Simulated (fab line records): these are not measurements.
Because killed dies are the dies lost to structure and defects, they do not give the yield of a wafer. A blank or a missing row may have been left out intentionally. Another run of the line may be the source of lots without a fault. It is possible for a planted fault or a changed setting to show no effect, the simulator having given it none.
Matching of chambers -- flow sky130 -- 4 sister chambers for SKY_FIELD_ISO_CMP_27 on cmp-02
The step polishes, stops on Si3N4, t overpolish 16 s, target thk 457.8 nm. 16 wafers are shown with their chamber, then 8 later ones without.

== EACH WAFER AND ITS CHAMBER ==
wafer,chamber,motor_current_A (A),time_to_endpoint_s (s),overpolish_run_s (s)
L382.1,3,12.7,105,16.009
L382.2,1,12.4,115,15.991
L382.6,1,12.6,113,16.006
L383.2,0,9.2,115,16.002
L383.3,2,13.1,115,15.998
L383.4,1,12.9,112,16.007
L385.3,0,9.4,117,15.996
L385.4,2,12.8,118,15.982
L385.5,1,12.1,117,16.003
L389.1,3,12.2,109,15.993
L389.2,0,9.0,115,16.010
L389.3,2,12.9,123,15.995
L391.1,1,12.7,121,15.999
L391.4,0,9.1,119,16.000
L391.6,1,12.6,121,16.006
L394.3,0,9.6,116,15.990

SIGNATURES (means of the wafers above)
reading,chamber 0,chamber 1,chamber 2,chamber 3,scatter within a chamber
motor_current_A,9.260,12.550,12.933,12.450,0.255
time_to_endpoint_s,116.40,116.50,118.67,107.00,3.26
overpolish_run_s,15.99960,16.00200,15.99167,16.00100,0.00753
Rule: distance of a wafer from a chamber = root of the sum over the readings of ((wafer's reading minus chamber's mean) / reading's scatter) squared. The wafer belongs to the nearest chamber; if the next one is less than 2 further off, it can't be placed. The scatter is the square root of a quotient: the sum, over the shown wafers, of each reading's squared deviation from its chamber's mean, divided by wafers minus chambers.

== WAFERS MISSING THEIR CHAMBER ==
wafer,motor_current_A (A),time_to_endpoint_s (s),overpolish_run_s (s)
L394.4,12.5,108,15.987
L394.6,13.3,122,15.985
L399.1,14.0,117,15.998
L399.4,13.3,121,16.000
L399.5,11.8,121,15.977
L400.1,12.9,118,15.986
L400.5,12.4,109,15.987
L400.6,9.1,115,16.009

== EACH ONE'S CHAMBER ==
wafer,from the rows above,in truth
L394.4,can't be placed: 3 or 1 or 2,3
L394.6,2,2
L399.1,can't be placed: 2 or 1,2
L399.4,can't be placed: 2 or 1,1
L399.5,can't be placed: 1 or 2 or 3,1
L400.1,can't be placed: 2 or 1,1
L400.5,can't be placed: 3 or 1 or 2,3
L400.6,0,0
2 of 8 placed correctly. Not placeable from these rows: 6 (in 6, the candidates include the true chamber). Number placed wrongly: 0.
